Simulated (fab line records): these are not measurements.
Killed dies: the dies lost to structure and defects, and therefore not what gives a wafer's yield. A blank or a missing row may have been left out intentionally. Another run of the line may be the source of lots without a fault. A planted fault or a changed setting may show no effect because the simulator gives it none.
2 desks looking at one fault    flow sky130    what lay behind the numbers comes last; until then each desk has only its own

== THE METROLOGY DESK ==
What the gauges read for every lot (on any tool): the sampled wafers with a number, averaged. If a lot's mean is further than 4 standard deviations from the usual mean, the lot is out of limits and carries the mark OUT (the distance appears in the brackets).
Columns: A = PAD_OPEN_BOW at SKY_PAD_OPEN_BOW_MEAS_13, usual 47 um
lot   first seen here  A
L842  day 46 13:03     47
L844  day 46 18:43     41
L845  day 46 19:47     45
L849  day 47 14:49     56
L850  day 47 19:39     56
L851  day 47 22:15     42
L852  day 48 05:35     44
L854  day 48 17:47     50
L855  day 48 18:09     46
L856  day 48 22:59     53
L860  day 50 08:53     49
L863  day 50 12:04     33
This desk found nothing out of limits on any of the 12 lots.

== FOR THE TOOL OWNER'S DESK: wet_bench-02 ==
The tool's own readings at SKY_VIA3_CLEAN_18 (cleans in IPA, time 180 s): means of the sampled wafers that have a number, for each lot that ran on this tool. If a lot's mean is further than 4 standard deviations from the usual mean, the lot is out of limits and carries the mark OUT (the distance appears in the brackets).
Columns: A = bath_heat_duty_pct at SKY_VIA3_CLEAN_18, usual 6.3 %
lot   first seen here  A
L844  day 40 22:35     7.3
L849  day 41 21:23     7.1
L850  day 42 02:26     7.0
This desk found nothing out of limits on any of the 3 lots.

== PUT TOGETHER ==
Metrology desk: nothing out of limits seen.
Nothing out of limits was seen by the tool owner's desk.

== WHAT HAD BEEN PUT IN BY THE SIMULATOR ==
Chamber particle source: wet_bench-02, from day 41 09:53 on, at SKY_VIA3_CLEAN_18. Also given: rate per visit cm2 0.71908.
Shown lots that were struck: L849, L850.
